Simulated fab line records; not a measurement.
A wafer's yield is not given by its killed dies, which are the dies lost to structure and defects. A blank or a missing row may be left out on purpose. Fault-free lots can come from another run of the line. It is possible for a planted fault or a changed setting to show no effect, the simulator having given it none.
Which tool was responsible? :: flow sfq_line :: 7 lots with 21 wafers sampled at 2 steps, on a route of 325 steps

WHAT THE GAUGES READ, wafer by wafer
SFQ_M7_RS_MEAS_943: a four-point-probe measurement.
lot: L245
measured: day 71 07:00
on: film_metro-02
M7_NB_RS (ohm/sq): 0.447 0.438 0.444

lot: L248
measured: day 73 05:52
on: film_metro-01
M7_NB_RS (ohm/sq): 0.884 0.879 0.887

lot: L255
measured: day 75 01:28
on: film_metro-02
M7_NB_RS (ohm/sq): 0.441 0.437 0.434

lot: L258
measured: day 75 20:31
on: film_metro-01
M7_NB_RS (ohm/sq): 0.869 0.873 0.866

lot: L260
measured: day 76 03:08
on: film_metro-02
M7_NB_RS (ohm/sq): 0.870 0.885 0.891

lot: L262
measured: day 76 18:07
on: film_metro-04
M7_NB_RS (ohm/sq): 0.895 0.898 0.898

lot: L264
measured: day 76 21:44
on: film_metro-04
M7_NB_RS (ohm/sq): 0.878 0.884 0.894

TOOL THAT RAN EACH LOT (tool first, then ch and the chambers of the sampled wafers, then the start)
lot: L245
SFQ_TRILAYER_M7_DEP_SPUTTER_175: pvd_sputter-05, day 71 06:37

lot: L248
SFQ_TRILAYER_M7_DEP_SPUTTER_175: pvd_sputter-04, day 73 05:43

lot: L255
SFQ_TRILAYER_M7_DEP_SPUTTER_175: pvd_sputter-05, day 75 01:07

lot: L258
SFQ_TRILAYER_M7_DEP_SPUTTER_175: pvd_sputter-03, day 75 20:26

lot: L260
SFQ_TRILAYER_M7_DEP_SPUTTER_175: pvd_sputter-03, day 76 03:02

lot: L262
SFQ_TRILAYER_M7_DEP_SPUTTER_175: pvd_sputter-04, day 76 18:02

lot: L264
SFQ_TRILAYER_M7_DEP_SPUTTER_175: pvd_sputter-03, day 76 21:39
- SFQ_TRILAYER_M7_DEP_SPUTTER_175: material Nb, target thk 200 nm, time 133.3 s.

THE ANSWER, worked out from the rows above alone
Rule: the lots themselves supply what counts as usual. The widest of any qualifying gaps counts: lots, ordered by their means at a reading, are off when they make up no more than a third of the lots, leave a main group of 4 or more, and stand apart from it by 3 or more times the standard deviation of that group's means. If all means in a main group match to the digits the tables above print for the reading, that group is not used. A lot without any number at a reading at which 4 lots or more have one is off too. Any other lot the step has rows for is counted as sound.
Off: at SFQ_M7_RS_MEAS_943 (M7_NB_RS), L245, L255. Mean 0.883 ohm/sq and standard deviation 0.0088 in the main group.
If a tool, at a process step before that reading, ran all the lots that are off and no sound lot after the first of them, it fits. The gauges at SFQ_M7_RS_MEAS_943 are tried like those tools. One candidate fits, namely pvd_sputter-05 at SFQ_TRILAYER_M7_DEP_SPUTTER_175. It ran no sound lot before its first lot that is off in this sample, so the start can't be narrowed down.

WHAT THE SIMULATOR HAD PUT IN
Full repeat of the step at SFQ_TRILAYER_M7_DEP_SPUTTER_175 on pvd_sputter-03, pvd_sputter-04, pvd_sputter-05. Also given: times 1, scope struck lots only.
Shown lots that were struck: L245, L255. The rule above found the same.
